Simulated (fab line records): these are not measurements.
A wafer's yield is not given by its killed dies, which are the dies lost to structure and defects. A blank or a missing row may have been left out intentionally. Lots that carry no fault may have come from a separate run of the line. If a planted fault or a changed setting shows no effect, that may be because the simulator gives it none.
Chamber matching / flow sky130 / 4 sister chambers for SKY_FIELD_ISO_ETCH_17 on rieSi-01
The step etches Si in HBr/Cl2/O2, target depth 342 nm, time 97.7 s. 8 wafers are shown with their chamber, then 12 later ones without.

## WAFERS WITH THEIR CHAMBER
wafer=L086.5; chamber=3; drypumpMotorCurrentA (A)=6.4; oesProductAu (a.u.)=0.987
wafer=L088.3; chamber=1; drypumpMotorCurrentA (A)=5.6; oesProductAu (a.u.)=1.005
wafer=L090.1; chamber=3; drypumpMotorCurrentA (A)=6.3; oesProductAu (a.u.)=0.992
wafer=L090.2; chamber=2; drypumpMotorCurrentA (A)=5.9; oesProductAu (a.u.)=0.986
wafer=L090.6; chamber=0; drypumpMotorCurrentA (A)=5.0; oesProductAu (a.u.)=1.010
wafer=L091.1; chamber=1; drypumpMotorCurrentA (A)=5.6; oesProductAu (a.u.)=1.009
wafer=L091.3; chamber=0; drypumpMotorCurrentA (A)=5.0; oesProductAu (a.u.)=1.021
wafer=L091.4; chamber=2; drypumpMotorCurrentA (A)=6.0; oesProductAu (a.u.)=0.987

## WAFERS WITH NO CHAMBER GIVEN
wafer=L092.1; drypumpMotorCurrentA (A)=6.4; oesProductAu (a.u.)=1.000
wafer=L092.4; drypumpMotorCurrentA (A)=5.9; oesProductAu (a.u.)=0.986
wafer=L092.6; drypumpMotorCurrentA (A)=5.0; oesProductAu (a.u.)=1.016
wafer=L093.1; drypumpMotorCurrentA (A)=5.0; oesProductAu (a.u.)=1.012
wafer=L093.2; drypumpMotorCurrentA (A)=6.3; oesProductAu (a.u.)=0.996
wafer=L093.4; drypumpMotorCurrentA (A)=5.9; oesProductAu (a.u.)=0.972
wafer=L095.4; drypumpMotorCurrentA (A)=5.5; oesProductAu (a.u.)=0.998
wafer=L095.5; drypumpMotorCurrentA (A)=5.9; oesProductAu (a.u.)=0.985
wafer=L095.6; drypumpMotorCurrentA (A)=6.3; oesProductAu (a.u.)=1.002
wafer=L097.2; drypumpMotorCurrentA (A)=6.3; oesProductAu (a.u.)=0.987
wafer=L097.3; drypumpMotorCurrentA (A)=5.0; oesProductAu (a.u.)=1.015
wafer=L097.6; drypumpMotorCurrentA (A)=5.9; oesProductAu (a.u.)=0.996

## EACH ONE'S CHAMBER
wafer=L092.1; from the rows above=3; in truth=3
wafer=L092.4; from the rows above=2; in truth=2
wafer=L092.6; from the rows above=0; in truth=0
wafer=L093.1; from the rows above=0; in truth=0
wafer=L093.2; from the rows above=3; in truth=3
wafer=L093.4; from the rows above=2; in truth=2
wafer=L095.4; from the rows above=1; in truth=1
wafer=L095.5; from the rows above=2; in truth=2
wafer=L095.6; from the rows above=3; in truth=3
wafer=L097.2; from the rows above=3; in truth=3
wafer=L097.3; from the rows above=0; in truth=0
wafer=L097.6; from the rows above=2; in truth=2
Correct placement for 12 of the 12. Left unplaced by these rows: 0. Placed wrongly: 0.
How it was worked out, from the rows above alone: a wafer's distance from a chamber is the root of the sum, over the readings, of the square of ((its reading less the chamber's mean) divided by the reading's scatter). If the next closest chamber is less than 2 further off than the closest, the wafer can't be placed; otherwise it belongs to the closest. For every chamber, the mean is computed from those of its wafers that are shown. The scatter: take each reading less its chamber's mean, square it, sum over the shown wafers, divide by the number of wafers less the number of chambers, and take the root.
